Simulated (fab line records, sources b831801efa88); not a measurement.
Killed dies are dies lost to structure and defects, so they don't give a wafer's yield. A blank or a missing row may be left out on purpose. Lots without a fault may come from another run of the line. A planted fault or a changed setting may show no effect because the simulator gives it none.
fab line records | flow sky130
record lots=5 wafers=15 last_day=50
route steps=708 shown POLY_CUT@312 SD_P@320 RES_XHIGH@332 SD_N@342 PAD_OPEN@708
lots that met no fault: from a run of the same line without faults
start_h: hours from the record's first day to the start of the lot's first wafer shown | wait_h: hours since the lot's step before | " the same as in the row above | L1.1+2: a row that stands for several wafers | - no value, or no start given | * or withheld: withheld | < > ~ a bound
route shown NAME@n: a module of which the file shows steps, and the number in the route of the first | usual: mean/standard deviation of fault-free wafers | same: alike in all rows | chamber/n: place in a boat | sites: the reading at each site | _std_site: their standard deviation | _edge_site: outer sites' mean less inner sites' | radius_mm: how far each site lies from the wafer's centre | mask NAME#n: copy n | behind: the tool/chamber that last shaped the wafer | hold: why the lot was held/for how many hours/how that ended | device: the transistor (n, p or np) that didn't switch | end of line: the same wafers' tests at the end of the route | a step without rows: its recipe alone | killed: dies lost to structure and defects at the first sort, not the wafer's yield | map: a wafer's dies, x killed, . not, _ none there
set.NAME: the setting as run; set.NAME@STEP: as run at that earlier step | model.NAME: the simulator's own value behind a step, which no gauge read
lots at some steps of the route; a table a step, a row a wafer
services: from which hour (start_h, from the record's first day; less than 0 if before it) a tool's chamber was out of use, for how many hours, and why
## steps
# step SKY_POLY_CUT_EXPOSE_05
# recipe mask_id=NPCM na=0.8 source_shape=annular sigma_inner=0.55 sigma_outer=0.85 target_cd_nm=270 dose_mj=32
# step SKY_POLY_CUT_PEB_06
# recipe peb_temp_c=withheld peb_time_s=withheld resist=KrF-thick
# step SKY_POLY_CUT_DEVELOP_07
# recipe develop_time_s=60 resist=KrF-thick dev_temp_c=21
# step SKY_POLY_CUT_CD_MEAS_08
# recipe target_cd_nm=270
# usual cd_nm=269.8/1.7
# columns lot.wafer tool chamber start_h wait_h cd_nm
L913.1 cd_sem-01 - 601.67 - 272.5
L913.2 " - " " 272.7
L913.3 " - " " 272.9
L918.3 cd_sem-01 - 651.41 - 269.6
L918.4 " - " " 269.8
L918.6 " - " " 268.5
L920.4 cd_sem-02 - 658.38 - 267.6
L920.5 " - " " 267.6
L920.6 " - " " 268.9
L928.1 cd_sem-01 - 719.33 - 270.9
L928.2 " - " " 270.1
L928.3 " - " " 270.9
L930.1 cd_sem-01 - 737.77 - 267.3
L930.4 " - " " 267.9
L930.5 " - " " 266.7
# step SKY_POLY_CUT_OVL_MEAS_09
# usual POLY_CUT_OVL=3/4.8
# columns lot.wafer tool chamber start_h wait_h POLY_CUT_OVL[nm]
L913.1 overlay-01 - 601.79 0.1 -3
L913.2 " - " " 3
L913.3 " - " " -5
L918.3 overlay-01 - 651.50 0.1 0
L918.4 " - " " -6
L918.6 " - " " 3
L920.4 overlay-01 - 658.45 0.1 1
L920.5 " - " " 1
L920.6 " - " " 1
L928.1 overlay-02 - 719.45 0.1 7
L928.2 " - " " 8
L928.3 " - " " 9
L930.1 overlay-02 - 737.89 0.1 5
L930.4 " - " " -3
L930.5 " - " " 9
# step SKY_POLY_CUT_ETCH_10
# recipe chemistry=N2/H2 target=BARC ion_energy_ev=200 source_w=500 bias_w=100 pressure_mtorr=30 n2_flow_sccm=100 h2_flow_sccm=200 stop_on=SiO2 time_s=45.9 target_depth_a=600
# usual drypump_motor_current_A=5.7/0.48 oes_product_au=0.856/0.0043 throttle_valve_pct=13.225/0.0084
# same time_s=45.9
# columns lot.wafer tool chamber start_h wait_h drypump_motor_current_A oes_product_au rf_hours_counter_h throttle_valve_pct
L913.1 rie_diel-01 0 601.82 0.0 5.9 0.856 62 13.229
L913.2 " 1 " " 5.4 0.856 1 13.218
L913.3 " 3 " " 6.4 0.858 17 13.216
L918.3 rie_diel-01 0 651.52 0.0 5.9 0.855 63 13.227
L918.4 " 3 " " 6.3 0.850 18 13.214
L918.6 " 2 " " 5.0 0.846 - 13.223
L920.4 rie_diel-03 3 658.49 0.0 6.7 0.853 - 13.231
L920.5 " 0 " " 5.8 0.855 - 13.219
L920.6 " 1 " " 6.1 0.852 - 13.229
L928.1 rie_diel-01 3 719.49 0.0 6.4 0.856 20 13.219
L928.2 " 2 " " 5.0 0.865 23 13.223
L928.3 " 0 " " 5.9 0.852 1 13.226
L930.1 rie_diel-03 2 737.92 0.0 5.4 0.855 5 13.227
L930.4 " 0 " " 5.8 0.851 10 13.229
L930.5 " 0 " " 5.8 0.852 - 13.234
# step SKY_POLY_CUT_ETCH_11
# recipe target=Si3N4 chemistry=CF4/CH2F2/Ar stop_on=poly-Si source_w=600 bias_w=150 pressure_mtorr=40 cf4_flow_sccm=40 ch2f2_flow_sccm=20 Ar_flow_sccm=150 time_s=42.5 target_depth_a=600
# usual drypump_motor_current_A=5.7/0.48 oes_product_au=0.830/0.006 throttle_valve_pct=14.994/0.0094
# same time_s=42.5
# columns lot.wafer tool chamber start_h wait_h drypump_motor_current_A oes_product_au rf_hours_counter_h throttle_valve_pct
L913.1 rie_diel-01 0 601.86 0.0 5.8 0.825 62 14.980
L913.2 " 1 " " 5.4 0.845 1 15.012
L913.3 " 3 " " 6.4 0.831 17 14.983
L918.3 rie_diel-01 0 651.56 0.0 5.9 0.815 63 14.992
L918.4 " 3 " " 6.4 0.830 18 14.974
L918.6 " 2 " " 5.0 0.824 - 14.991
L920.4 rie_diel-03 3 658.53 0.0 6.7 0.832 - 14.985
L920.5 " 0 " " 5.8 0.820 - 14.997
L920.6 " 1 " " 6.1 0.835 - 14.999
L928.1 rie_diel-01 3 719.53 0.0 6.4 0.827 20 14.982
L928.2 " 2 " " 5.0 0.828 23 14.989
L928.3 " 0 " " 5.9 0.826 1 14.991
L930.1 rie_diel-03 2 737.96 0.0 5.4 0.822 5 14.993
L930.4 " 0 " " 5.8 0.834 10 14.982
L930.5 " 0 " " 5.8 0.825 - 14.979
# step SKY_POLY_CUT_STRIP_12
# recipe chemistry=O2/N2 power_w=1400 pressure_mtorr=1500 platen_temp_c=withheld o2_flow_sccm=3000 n2_flow_sccm=300 overash_fraction=0.5
# usual drypump_motor_current_A=5.5/0.33 oes_product_au=0.451/0.0043 strip_time_to_endpoint_s=5.329/0.017
# columns lot.wafer tool chamber start_h wait_h drypump_motor_current_A oes_product_au rf_hours_counter_h strip_time_to_endpoint_s
L913.1 plasma_asher-02 1 601.90 0.0 5.9 0.455 90 5.344
L913.2 " 0 " " 5.2 0.453 90 5.309
L913.3 " 1 " " 5.9 0.452 - 5.356
L918.3 plasma_asher-03 0 651.64 0.1 5.7 0.456 - 5.340
L918.4 " 1 " " 6.1 0.455 - 5.351
L918.6 " 1 " " 6.1 0.453 - 5.334
L920.4 plasma_asher-01 1 658.59 0.0 5.2 0.449 - 5.325
L920.5 " 0 " " 5.6 0.454 - 5.351
L920.6 " 1 " " 5.2 0.459 - 5.347
L928.1 plasma_asher-01 0 719.57 0.0 5.6 0.456 29 5.314
L928.2 " 1 " " 5.2 0.455 29 5.307
L928.3 " 1 " " 5.2 0.445 - 5.315
L930.1 plasma_asher-01 0 738.00 0.0 5.6 0.454 30 5.345
L930.4 " 1 " " 5.2 0.450 - 5.292
L930.5 " 1 " " 5.2 0.444 - 5.335
# step SKY_SD_P_DEHYDRATE_00
# recipe temp_c=200 time_s=60
# step SKY_SD_P_HMDS_01
# recipe prime_time_s=60 prime_temp_c=120
# step SKY_SD_P_COAT_02
# recipe resist=NOVOLAK spin_rpm=2964 resist_thk_nm=1140
# step SKY_SD_P_SOFTBAKE_03
# recipe temp_c=90 time_s=60 resist=NOVOLAK
# step SKY_SD_P_EXPOSE_04
# recipe mask_id=PSDM na=0.6 source_shape=conventional sigma_outer=0.6 polarization=unpolarized target_cd_nm=380 dose_mj=138
# usual exposure_dose_mJ_cm2=137.98/0.13 stage_vel_mm_s=500.02/0.23
# same sigma_outer=0.6
# columns lot.wafer tool chamber start_h wait_h mask exposure_dose_mJ_cm2 stage_vel_mm_s
L913.1 iline_stepper-02 0 616.27 - PSDM#0 138.06 499.97
L913.2 " 0 " " PSDM#0 138.04 500.11
L913.3 " 0 " " PSDM#0 137.94 500.04
L918.3 iline_stepper-01 0 665.60 - PSDM#0 138.20 500.04
L918.4 " 0 " " PSDM#0 138.25 500.48
L918.6 " 0 " " PSDM#0 138.21 500.23
L920.4 iline_stepper-01 0 672.60 - URPM#0 138.00 500.02
L920.5 " 0 " " URPM#0 138.01 500.29
L920.6 " 0 " " URPM#0 138.04 499.96
L928.1 iline_stepper-01 0 733.46 - PSDM#0 138.00 500.08
L928.2 " 0 " " PSDM#0 137.96 500.22
L928.3 " 0 " " PSDM#0 137.87 499.91
L930.1 iline_stepper-02 0 750.88 - PSDM#0 137.84 499.68
L930.4 " 0 " " PSDM#0 137.77 499.85
L930.5 " 0 " " PSDM#0 137.86 499.84
# step SKY_SD_P_PEB_05
# recipe temp_c=withheld time_s=* resist=NOVOLAK
# step SKY_SD_P_DEVELOP_06
# recipe resist=NOVOLAK developer=TMAH develop_time_s=60 dev_temp_c=23
# step SKY_SD_P_CD_MEAS_07
# recipe target_cd_nm=380
# usual cd_nm=379.4/2.7
# columns lot.wafer tool chamber start_h wait_h cd_nm
L913.1 cd_sem-01 - 630.03 0.1 379.4
L913.2 " - " " 382.8
L913.3 " - " " 380.9
L918.3 cd_sem-01 - 680.03 0.1 382.5
L918.4 " - " " 383.6
L918.6 " - " " 385.1
L920.4 cd_sem-02 - 686.59 0.1 -
L920.5 " - " " -
L920.6 " - " " -
L928.1 cd_sem-01 - 746.54 0.1 379.1
L928.2 " - " " 377.8
L928.3 " - " " 380.4
L930.1 cd_sem-01 - 764.43 0.1 376.9
L930.4 " - " " 375.4
L930.5 " - " " 375.9
# step SKY_SD_P_OVL_MEAS_08
# usual SD_P_OVL=0.1/1.5
# columns lot.wafer tool chamber start_h wait_h SD_P_OVL[nm]
L913.1 overlay-01 - 630.15 0.1 0.5
L913.2 " - " " -1.1
L913.3 " - " " 1.4
L918.3 overlay-02 - 680.12 0.1 -1.9
L918.4 " - " " -1.0
L918.6 " - " " 0.2
L920.4 overlay-02 - 686.66 0.1 -
L920.5 " - " " -
L920.6 " - " " -
L928.1 overlay-01 - 746.66 0.1 1.4
L928.2 " - " " 1.7
L928.3 " - " " 1.3
L930.1 overlay-01 - 764.55 0.1 -0.5
L930.4 " - " " 0.1
L930.5 " - " " -0.3
# step SKY_SD_P_IMPLANT_09
# recipe species=BF2 energy_kev=20 dose_cm2=3e+15 tilt_deg=0
# step SKY_SD_P_STRIP_10
# recipe chemistry=O2/N2 power_w=1400 pressure_mtorr=1500 platen_temp_c=withheld o2_flow_sccm=3000 n2_flow_sccm=300 overash_fraction=0.5
# usual drypump_motor_current_A=5.42/0.3 oes_product_au=0.618/0.0046 strip_time_to_endpoint_s=17.57/0.035
# columns lot.wafer tool chamber start_h wait_h drypump_motor_current_A oes_product_au rf_hours_counter_h strip_time_to_endpoint_s
L913.1 plasma_asher-01 0 630.33 0.1 5.57 0.620 20 17.56
L913.2 " 1 " " 5.19 0.628 20 17.55
L913.3 " 1 " " 5.19 0.615 - 17.57
L918.3 plasma_asher-04 1 680.33 0.1 5.63 0.614 - 17.59
L918.4 " 0 " " 5.08 0.620 - 17.58
L918.6 " 1 " " 5.64 0.624 - 17.59
L920.4 plasma_asher-02 1 686.87 0.1 5.88 0.627 - 17.61
L920.5 " 0 " " 5.13 0.620 - 17.61
L920.6 " 1 " " 5.87 0.615 - 17.59
L928.1 plasma_asher-02 1 746.84 0.1 5.88 0.617 0 17.50
L928.2 " 0 " " 5.13 0.618 0 17.41
L928.3 " 0 " " 5.12 0.609 - 17.45
L930.1 plasma_asher-01 1 764.73 0.1 5.16 0.621 33 17.56
L930.4 " 1 " " 5.20 0.615 - 17.57
L930.5 " 0 " " 5.56 0.618 - 17.59
# step SKY_SD_P_TW_MEAS_11
# usual SD_P_TW=2828/16
# columns lot.wafer tool chamber start_h wait_h SD_P_TW
L913.1 film_metro-03 - 630.43 0.1 2814
L913.2 " - " " 2783
L913.3 " - " " 2809
L918.3 film_metro-04 - 680.41 0.1 2847
L918.4 " - " " 2851
L918.6 " - " " 2854
L920.4 film_metro-01 - 686.96 0.1 30
L920.5 " - " " 30
L920.6 " - " " 30
L928.1 film_metro-03 - 746.94 0.1 2804
L928.2 " - " " 2806
L928.3 " - " " 2806
L930.1 film_metro-04 - 764.83 0.1 2843
L930.4 " - " " 2855
L930.5 " - " " 2843
# step SKY_RES_XHIGH_DEHYDRATE_00
# recipe temp_c=200 time_s=60
# step SKY_RES_XHIGH_HMDS_01
# recipe prime_time_s=60 prime_temp_c=120
# step SKY_RES_XHIGH_COAT_02
# recipe resist=NOVOLAK spin_rpm=3000 resist_thk_nm=1140
# step SKY_RES_XHIGH_SOFTBAKE_03
# recipe temp_c=90 time_s=60 resist=NOVOLAK
# step SKY_RES_XHIGH_EXPOSE_04
# recipe mask_id=URPM na=0.6 source_shape=conventional sigma_outer=0.6 polarization=unpolarized target_cd_nm=1270 dose_mj=140
# step SKY_RES_XHIGH_PEB_05
# recipe temp_c=withheld time_s=* resist=NOVOLAK
# step SKY_RES_XHIGH_DEVELOP_06
# recipe resist=NOVOLAK developer=TMAH develop_time_s=60 dev_temp_c=23
# step SKY_RES_XHIGH_IMPLANT_07
# recipe species=BF2 energy_kev=20 dose_cm2=3.6e+14 tilt_deg=0
# step SKY_RES_XHIGH_STRIP_08
# recipe chemistry=O2/N2 power_w=1400 pressure_mtorr=1500 platen_temp_c=withheld o2_flow_sccm=3000 n2_flow_sccm=300 overash_fraction=0.5
# usual drypump_motor_current_A=5.7/0.35 oes_product_au=0.711/0.0048 strip_time_to_endpoint_s=14.29/0.047
# columns lot.wafer tool chamber start_h wait_h drypump_motor_current_A oes_product_au rf_hours_counter_h strip_time_to_endpoint_s
L913.1 plasma_asher-02 0 659.03 0.1 5.2 0.713 96 14.36
L913.2 " 1 " " 5.9 0.703 96 14.28
L913.3 " 1 " " 5.9 0.714 - 14.33
L918.3 plasma_asher-03 1 708.97 0.1 6.1 0.716 - 14.24
L918.4 " 0 " " 5.7 0.715 - 14.27
L918.6 " 0 " " 5.7 0.710 - 14.28
L920.4 plasma_asher-03 0 715.47 0.1 5.7 0.711 - 14.35
L920.5 " 1 " " 6.1 0.715 - 14.32
L920.6 " 0 " " 5.7 0.709 - 14.38
L928.1 plasma_asher-03 0 773.94 0.1 5.7 0.710 64 14.32
L928.2 " 1 " " 6.1 0.704 64 14.24
L928.3 " 0 " " 5.7 0.713 - 14.31
L930.1 plasma_asher-04 0 791.44 0.1 5.1 0.714 99 14.33
L930.4 " 0 " " 5.1 0.717 - 14.31
L930.5 " 0 " " 5.1 0.713 - 14.28
# step SKY_RES_XHIGH_TW_MEAS_09
# usual RES_XHIGH_TW=1639/11
# columns lot.wafer tool chamber start_h wait_h RES_XHIGH_TW
L913.1 film_metro-04 - 659.13 0.1 1643
L913.2 " - " " 1633
L913.3 " - " " 1641
L918.3 film_metro-04 - 709.05 0.1 1645
L918.4 " - " " 1633
L918.6 " - " " 1632
L920.4 film_metro-04 - 715.57 0.1 2891
L920.5 " - " " 2872
L920.6 " - " " 2918
L928.1 film_metro-04 - 774.04 0.1 1647
L928.2 " - " " 1646
L928.3 " - " " 1642
L930.1 film_metro-04 - 791.54 0.1 1658
L930.4 " - " " 1653
L930.5 " - " " 1642
# step SKY_SD_N_DEHYDRATE_00
# recipe temp_c=200 time_s=60
# step SKY_PAD_OPEN_PROBE_99
# usual killed_at_M0_to_M3=44/7.3 killed_at_M4_up=3.3/1.8 killed_at_contacts=24/5.3 killed_at_front_end=16/5 killed_at_other=0.2/0.51 killed_dies=87/10 killed_on_rim=17/3.9 killed_open=47/7.5 killed_short=40/6.3
# same gross_dies=492 killed_at_back_side=0
# columns lot.wafer tool chamber start_h wait_h killed_at_M0_to_M3 killed_at_M4_up killed_at_contacts killed_at_front_end killed_at_other killed_dies killed_on_rim killed_open killed_short
L918.3 prober-01 - 1142.91 0.2 32 2 31 21 0 86 18 45 41
L918.4 prober-01 - 1142.96 0.2 46 0 32 19 0 97 13 54 43
L918.6 prober-01 - 1143.06 0.2 29 5 18 7 0 59 16 28 31
L920.4 prober-01 - 1147.61 0.2 44 4 40 404 0 492 96 55 50
L920.5 prober-01 - 1147.66 0.2 33 5 28 424 2 492 96 38 42
L920.6 prober-01 - 1147.71 0.2 38 2 27 425 0 492 96 38 49
L930.1 prober-01 - 1199.89 0.1 41 3 17 7 0 68 14 37 31
L930.4 prober-01 - 1200.04 0.2 40 5 21 12 0 78 11 38 40
L930.5 prober-01 - 1200.09 0.2 46 4 30 10 0 90 18 53 37
# killed by level:class
L918.3 CONTACT:geometric_particle:open=10 CONTACT:geometric_particle:short=9 FIELD_ISO:geometric_particle:open=7 LI_CONTACT:geometric_particle:open=7 VIA1:geometric_particle:open=7 LOCAL_INTERCONNECT:geometric_particle:short=4 FIELD_ISO:geometric_particle:short=4 METAL1:geometric_particle:short=4
L918.4 VIA3:geometric_particle:open=10 CONTACT:geometric_particle:open=8 LI_CONTACT:geometric_particle:open=8 CONTACT:geometric_particle:short=8 VIA1:geometric_particle:open=7 VIA2:geometric_particle:open=6 FIELD_ISO:geometric_particle:open=5 METAL2:geometric_particle:short=5
L918.6 VIA1:geometric_particle:open=7 CONTACT:geometric_particle:short=6 VIA2:geometric_particle:open=5 LOCAL_INTERCONNECT:geometric_particle:short=4 METAL1:geometric_particle:short=4 LI_CONTACT:geometric_particle:open=3 CONTACT:geometric_particle:open=3 VIA3:geometric_particle:open=3
L920.4 SD_P:area_expose=387 LI_CONTACT:geometric_particle:open=13 CONTACT:geometric_particle:open=9 CONTACT:geometric_particle:short=7 METAL1:geometric_particle:short=7 METAL2:geometric_particle:open=6 FIELD_ISO:geometric_particle:open=5 VIA2:geometric_particle:open=5
L920.5 SD_P:area_expose=412 CONTACT:geometric_particle:open=8 LI_CONTACT:geometric_particle:open=8 VIA1:geometric_particle:open=7 LOCAL_INTERCONNECT:geometric_particle:short=7 VIA3:geometric_particle:open=6 FIELD_ISO:geometric_particle:short=5 METAL1:geometric_particle:short=5
L920.6 SD_P:area_expose=405 LI_CONTACT:geometric_particle:open=8 FIELD_ISO:geometric_particle:open=7 LOCAL_INTERCONNECT:geometric_particle:short=7 METAL2:geometric_particle:short=7 VIA1:geometric_particle:open=6 VIA2:geometric_particle:open=5 POLY_GATE:geometric_particle:short=5
L930.1 CONTACT:geometric_particle:open=7 METAL2:geometric_particle:short=7 METAL1:geometric_particle:short=6 VIA1:geometric_particle:open=6 CONTACT:geometric_particle:short=4 VIA2:geometric_particle:open=4 VIA3:geometric_particle:open=4 FIELD_ISO:geometric_particle:open=3
L930.4 VIA3:geometric_particle:open=10 CONTACT:geometric_particle:open=7 VIA1:geometric_particle:open=7 METAL1:geometric_particle:short=6 FIELD_ISO:geometric_particle:short=5 LI_CONTACT:geometric_particle:open=5 LOCAL_INTERCONNECT:geometric_particle:short=5 METAL2:geometric_particle:short=5
L930.5 CONTACT:geometric_particle:open=11 VIA3:geometric_particle:open=9 VIA1:geometric_particle:open=8 LI_CONTACT:geometric_particle:open=7 VIA2:geometric_particle:open=7 LOCAL_INTERCONNECT:geometric_particle:short=6 VIA1:geometric_particle:short=6 FIELD_ISO:geometric_particle:open=5
# map L920.4 (x killed, . not)
__________xxxxxxxxxx_________
________xxxxxxxxxxxxxx_______
______xxxxxxxxxxxxxxxxxx_____
_____xxxxxxxxxxxxxxxxxxxx____
____xxxxxxxxxxxxxxxxxxxxxx___
___xxxxxxxxxxxxxxxxxxxxxxxx__
__xxxxxxxxxxxxxxxxxxxxxxxxxx_
_xxxxxxxxxxxxxxxxxxxxxxxxxxxx
_xxxxxxxxxxxxxxxxxxxxxxxxxxxx
_xxxxxxxxxxxxxxxxxxxxxxxxxxxx
_xxxxxxxxxxxxxxxxxxxxxxxxxxxx
_xxxxxxxxxxxxxxxxxxxxxxxxxxxx
_xxxxxxxxxxxxxxxxxxxxxxxxxxxx
_xxxxxxxxxxxxxxxxxxxxxxxxxxxx
_xxxxxxxxxxxxxxxxxxxxxxxxxxxx
__xxxxxxxxxxxxxxxxxxxxxxxxxx_
___xxxxxxxxxxxxxxxxxxxxxxxx__
____xxxxxxxxxxxxxxxxxxxxxx___
_____xxxxxxxxxxxxxxxxxxxx____
______xxxxxxxxxxxxxxxxxx_____
________xxxxxxxxxxxxxx_______
__________xxxxxxxxxx_________
# map L918.4 (x killed, . not)
__________.......x.._________
________...........x.._______
______..x..x....x....x.._____
_____........x...........____
____..x...................___
___.........x.....x..x...x.__
__........x...........x..xx._
_.....x.x......x.x........x..
_.x.x......x..x...xxxx.x..x..
_...............x............
_....x.xx...x...x..........x.
_.xx..xx..x.x...x...x.x.x...x
_.....x.x...........x.x...x..
_..x..x..x......x..x....xxxxx
_..xx........xx.....x...x....
__.x.x......x.xx....xx..x..._
___..x.....x...x......x....__
____....x...x..x.........x___
_____.xx.xx......xx......____
______.................._____
________x...x....xx..._______
__________..x......._________
## services
# columns tool chamber start_h hours kind
rie_diel-03 0 585.09 16.8 repair
rie_diel-01 - 585.16 2.8 pm
rie_diel-03 - 596.35 28.1 pm
rie_diel-03 - 624.45 2.8 pm
plasma_asher-02 - 636.01 2.1 repair
rie_diel-03 0 636.74 16.3 repair
iline_stepper-02 - 638.20 1.7 pm
rie_diel-03 2 640.07 30.0 repair
rie_diel-03 3 644.97 3.6 repair
plasma_asher-01 - 650.34 3.3 repair
rie_diel-01 - 654.48 0.4 repair
iline_stepper-02 - 660.60 3.0 repair
plasma_asher-02 - 672.43 3.5 repair
iline_stepper-01 - 701.48 19.6 repair
rie_diel-01 2 720.58 4.3 repair
plasma_asher-02 - 733.75 9.0 pm
rie_diel-01 2 736.67 5.1 repair
rie_diel-03 0 738.42 1.2 repair
rie_diel-01 - 750.44 0.5 repair
plasma_asher-02 - 755.00 0.4 repair
plasma_asher-02 - 756.60 2.8 pm
plasma_asher-03 - 767.61 3.6 repair
iline_stepper-01 - 778.58 2.8 repair
iline_stepper-01 - 781.37 1.7 pm
## key
first_sign step=SKY_SD_P_EXPOSE_04 reading=mask direction=changed
effect step=SKY_SD_P_CD_MEAS_07 reading=cd_nm direction=missing
effect step=SKY_SD_P_OVL_MEAS_08 reading=SD_P_OVL direction=missing
effect step=SKY_SD_P_TW_MEAS_11 reading=SD_P_TW direction=down sigmas=99+ usual=2828 struck=30
effect step=SKY_RES_XHIGH_TW_MEAS_09 reading=RES_XHIGH_TW direction=up sigmas=99+ usual=1639 struck=2894
effect step=SKY_PAD_OPEN_PROBE_99 reading=killed_at_front_end direction=up sigmas=81 usual=16 struck=418
more_kills_born_at SKY_SD_P_EXPOSE_04@iline_stepper-01=1204
met_at SKY_SD_P_EXPOSE_04
struck_wafers L920.4,L920.5,L920.6
tester_left_out L920
onset_between 665.60 672.60
fault kind=wrong_mask tool=any chamber=- onset_h=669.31 steps=SKY_SD_P_EXPOSE_04 aux_copy=URPM#0 scope=struck_lots_only
# tester_left_out: of these lots the tester's yield and bins aren't shown, on N5 and GAA mostly nor the transistor test; their killed dies are dies lost to structure and defects alone, not to doping, threshold or leakage, so they don't give the yield
